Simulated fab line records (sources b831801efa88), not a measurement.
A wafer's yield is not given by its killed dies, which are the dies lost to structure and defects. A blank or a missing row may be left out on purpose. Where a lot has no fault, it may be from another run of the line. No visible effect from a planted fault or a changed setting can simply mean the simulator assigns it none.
Which tool is to blame? -- flow sky130 -- 9 lots, 27 wafers sampled, at 6 steps of a route of 708

== WHAT EACH GAUGE READ, for each wafer ==
SKY_CONTACT_CD_MEAS_14: the cd target is 170 nm. Usual: cd nm reads 170.1 nm (standard deviation 1.5).
lot,measured,on,cd nm (nm),flag
L480,day 31 16:32,cd sem-01,170.3 169.5 169.7,
L484,day 33 08:20,cd sem-01,167.9 168.5 168.0,
L488,day 34 03:46,cd sem-02,171.6 171.7 171.3,
L490,day 34 14:24,cd sem-02,169.8 170.4 171.2,
L491,day 35 11:14,cd sem-01,170.3 169.3 168.2,
L492,day 35 19:09,cd sem-01,169.1 169.1 171.9,
L493,day 36 01:11,cd sem-02,170.2 172.1 171.2,
L500,day 37 21:41,cd sem-02,169.3 167.0 168.3,
L503,day 38 17:41,cd sem-01,168.5 169.9 169.8,

SKY_CAPM_RS_MEAS_03: a four-point-probe measurement. Usual: CAPM_TIN_RS 6.92 ohm/sq, standard deviation 0.098.
lot,measured,on,CAPM_TIN_RS (ohm/sq),flag
L480,day 36 10:37,film metro-04,6.79 6.87 6.75,
L484,day 38 01:16,film metro-02,6.99 7.10 6.96,
L488,day 38 21:07,film metro-01,6.97 6.91 7.01,
L490,day 39 07:02,film metro-01,6.49 6.97 6.86,
L491,day 40 00:55,film metro-04,7.10 6.76 6.98,
L492,day 40 10:08,film metro-02,7.02 6.87 6.92,
L493,day 40 14:34,film metro-02,6.86 6.77 6.56,
L500,day 42 08:30,film metro-02,6.93 6.84 6.96,
L503,day 43 01:32,film metro-02,7.01 6.93 6.72,

SKY_CAPM_THK_MEAS_04: measures by xrf. Usual: CAPM_TIN_THK 193.9 nm, standard deviation 2.8.
lot,measured,on,CAPM_TIN_THK (nm),flag
L480,day 36 10:44,film metro-04,196.6 194.9 199.2,
L484,day 38 01:23,film metro-02,192.2 188.5 191.9,
L488,day 38 21:12,film metro-01,193.9 194.5 192.8,
L490,day 39 07:09,film metro-01,207.7 193.1 196.9,
L491,day 40 03:53,film metro-04,188.6 198.6 193.1,
L492,day 40 10:14,film metro-02,191.4 195.9 193.6,
L493,day 40 14:41,film metro-02,195.8 196.6 204.6,
L500,day 42 08:37,film metro-02,192.5 194.2 191.6,
L503,day 43 01:39,film metro-02,190.2 193.5 198.2,

== TOOL THAT RAN EACH LOT (tool first, then ch and the chambers of the sampled wafers, then the start) ==
lot,SKY_CONTACT_ETCH_17,SKY_METAL1_ETCH_18,SKY_CAPM_SPUTTER_02
L480,"rie diel-02 ch 0,1,2, day 31 16:44","rie metal-03 ch 1, day 32 21:04","pvd sputter-02, day 36 10:31"
L484,"rie diel-02 ch 0,3, day 33 08:32","rie metal-03 ch 0,1, day 34 12:34","pvd sputter-03, day 38 01:09"
L488,"rie diel-03 ch 1,2, day 34 03:55","rie metal-03 ch 0,1, day 35 08:26","pvd sputter-03, day 38 20:56"
L490,"rie diel-03 ch 1,2, day 34 14:34","rie metal-03 ch 0,1, day 35 18:47","pvd sputter-03, day 39 06:55"
L491,"rie diel-03 ch 0,1,2, day 35 11:25","rie metal-03 ch 0,1, day 36 15:06","pvd sputter-02, day 40 00:49"
L492,"rie diel-03 ch 1,2,3, day 35 19:19","rie metal-01 ch 0,1, day 36 23:14","pvd sputter-04, day 40 10:00"
L493,"rie diel-04 ch 0,1, day 36 01:23","rie metal-02 ch 0,1, day 37 05:02","pvd sputter-03, day 40 14:27"
L500,"rie diel-03 ch 0,1,2, day 37 21:53","rie metal-02 ch 0,1, day 39 01:13","pvd sputter-04, day 42 08:23"
L503,"rie diel-03 ch 0,1,3, day 38 17:53","rie metal-01 ch 0,1, day 39 20:15","pvd sputter-03, day 43 01:25"
- SKY_CONTACT_ETCH_17: etches SiO2 in C4F8/O2/Ar, stops on Si3N4, target depth 340 nm.
- SKY_METAL1_ETCH_18: etches BARC in N2/H2, stops on SiO2, time 45.9 s, target depth 60 nm.
- SKY_CAPM_SPUTTER_02: material TiN, target thk 200 nm, time 166.7 s.

== WHAT THE TOOLS THEMSELVES READ (means of the sampled wafers that have a number; where no wafer has one, the mark that the record gives instead) ==
SKY_CONTACT_ETCH_17. Usual: oes product au 0.891 a.u., standard deviation 0.0045; rf fwd power W 1488 W, standard deviation 6.8.
lot,tool,oes product au (a.u.),rf fwd power W (W),flag
L480,rie diel-02,0.892,1483,
L484,rie diel-02,0.892,1492,
L488,rie diel-03,0.886,1494,
L490,rie diel-03,0.893,1490,
L491,rie diel-03,0.892,1490,
L492,rie diel-03,0.891,1489,
L493,rie diel-04,0.893,1488,
L500,rie diel-03,0.887,1492,
L503,rie diel-03,0.889,1488,

SKY_METAL1_ETCH_18. Usual: drypump motor current A 5.9 A, standard deviation 0.5; he backside leak sccm 3.31 sccm, standard deviation 0.15; oes product au 0.855 a.u., standard deviation 0.005; rf fwd power W 494.1 W, standard deviation 2.4; throttle valve pct 13.224 %, standard deviation 0.0092.
lot,tool,drypump motor current A (A),he backside leak sccm (sccm),oes product au (a.u.),rf fwd power W (W),throttle valve pct (%),flag
L480,rie metal-03,6.0,3.21,0.857,494.2,13.230,
L484,rie metal-03,6.2,3.23,0.856,495.9,13.223,
L488,rie metal-03,6.3,3.34,0.855,498.2,13.228,
L490,rie metal-03,6.3,3.26,0.858,497.1,13.233,
L491,rie metal-03,6.2,3.22,0.858,494.8,13.215,
L492,rie metal-01,5.8,3.27,0.855,492.7,13.229,
L493,rie metal-02,5.4,3.35,0.858,492.0,13.224,
L500,rie metal-02,5.5,3.45,0.856,492.7,13.222,
L503,rie metal-01,5.8,3.22,0.855,492.6,13.227,

SKY_CAPM_SPUTTER_02. Usual: throttle valve pct reads 29.8 % (standard deviation 0.82).
lot,tool,throttle valve pct (%),flag
L480,pvd sputter-02,29.2,
L484,pvd sputter-03,30.3,
L488,pvd sputter-03,30.0,
L490,pvd sputter-03,29.7,
L491,pvd sputter-02,29.4,
L492,pvd sputter-04,30.7,
L493,pvd sputter-03,29.9,
L500,pvd sputter-04,31.1,
L503,pvd sputter-03,29.6,

== THE ANSWER, worked out from the rows above alone ==
Rule: a lot counts as off when the mean over its wafers that have a number is more than 3 standard deviations away from the usual mean. A lot without any number at a reading at which 4 lots or more have one is off too. Where the step has rows for the other lots, those lots are counted as sound. First the gauges in route order, then the tools' own readings, where a lot's mean is used as printed above. The first step at which some lot is off is used, and at that step the reading that is off furthest; a lot without a number counts as furthest.
No lot is off at any reading shown: from this, nothing can be told.

== WHAT THE SIMULATOR HAD PUT IN ==
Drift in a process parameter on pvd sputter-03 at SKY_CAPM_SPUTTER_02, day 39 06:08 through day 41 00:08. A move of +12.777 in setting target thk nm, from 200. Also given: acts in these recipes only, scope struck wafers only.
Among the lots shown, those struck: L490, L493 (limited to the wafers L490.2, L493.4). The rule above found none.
